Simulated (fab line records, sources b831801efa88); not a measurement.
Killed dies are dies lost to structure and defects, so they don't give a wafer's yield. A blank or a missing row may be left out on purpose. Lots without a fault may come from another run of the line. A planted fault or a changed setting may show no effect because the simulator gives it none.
Chamber matching | flow sky130 | SKY_VIA2_ETCH_15 on rie_diel-02: 4 sister chambers
The step etches SiO2 in C4F8/O2/Ar, stops on TiN, target depth 546 nm, time 84 s. 16 wafers are shown with their chamber, then 7 later ones without.

WAFERS WITH THEIR CHAMBER
wafer  | chamber | run_length_s (s) | oes_product_au (a.u.)
L933.1 | 0       | 111.6            | 0.946
L933.2 | 3       | 112.8            | 0.937
L933.3 | 1       | 112.1            | 0.952
L934.1 | 0       | 111.8            | 0.942
L934.2 | 2       | 113.7            | 0.944
L934.3 | 1       | 112.3            | 0.939
L935.1 | 1       | 112.2            | 0.936
L935.3 | 1       | 112.2            | 0.939
L935.6 | 1       | 111.9            | 0.935
L936.4 | 2       | 113.0            | 0.936
L936.5 | 2       | 112.7            | 0.938
L936.6 | 1       | 112.0            | 0.943
L937.2 | 2       | 112.8            | 0.942
L937.3 | 3       | 112.7            | 0.949
L937.4 | 0       | 111.9            | 0.938
L939.3 | 2       | 112.7            | 0.940

SIGNATURES (means of the wafers above)
reading        | chamber 0 | chamber 1 | chamber 2 | chamber 3 | scatter within a chamber
run_length_s   | 111.767   | 112.117   | 112.980   | 112.750   | 0.269
oes_product_au | 0.94200   | 0.94067   | 0.94000   | 0.94300   | 0.0053
Rule: a wafer's distance from a chamber is the root of the sum, over the readings, of the square of ((its reading less the chamber's mean) divided by the reading's scatter). The wafer belongs to the nearest chamber; if the next one is less than 2 further off, it can't be placed. The scatter: the root of (the sum of the squares of (reading less its chamber's mean) over the shown wafers, divided by (wafers less chambers)).

WAFERS WITHOUT THEIR CHAMBER
wafer  | run_length_s (s) | oes_product_au (a.u.)
L939.4 | 112.6            | 0.936
L939.5 | 112.9            | 0.939
L941.4 | 113.1            | 0.945
L941.5 | 112.7            | 0.938
L941.6 | 112.9            | 0.938
L944.5 | 112.6            | 0.934
L944.6 | 111.9            | 0.944

WHICH CHAMBER EACH WENT THROUGH
wafer  | from the rows above               | in truth
L939.4 | can't be placed: 3 or 2 or 1 or 0 | 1
L939.5 | can't be placed: 2 or 3           | 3
L941.4 | can't be placed: 2 or 3           | 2
L941.5 | can't be placed: 3 or 2 or 1      | 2
L941.6 | can't be placed: 2 or 3           | 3
L944.5 | can't be placed: 3 or 2 or 1 or 0 | 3
L944.6 | can't be placed: 0 or 1           | 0
Placed correctly: 0 of 7. Can't be placed from these rows: 7 (the true chamber is among the candidates in 7). Placed wrongly: 0.
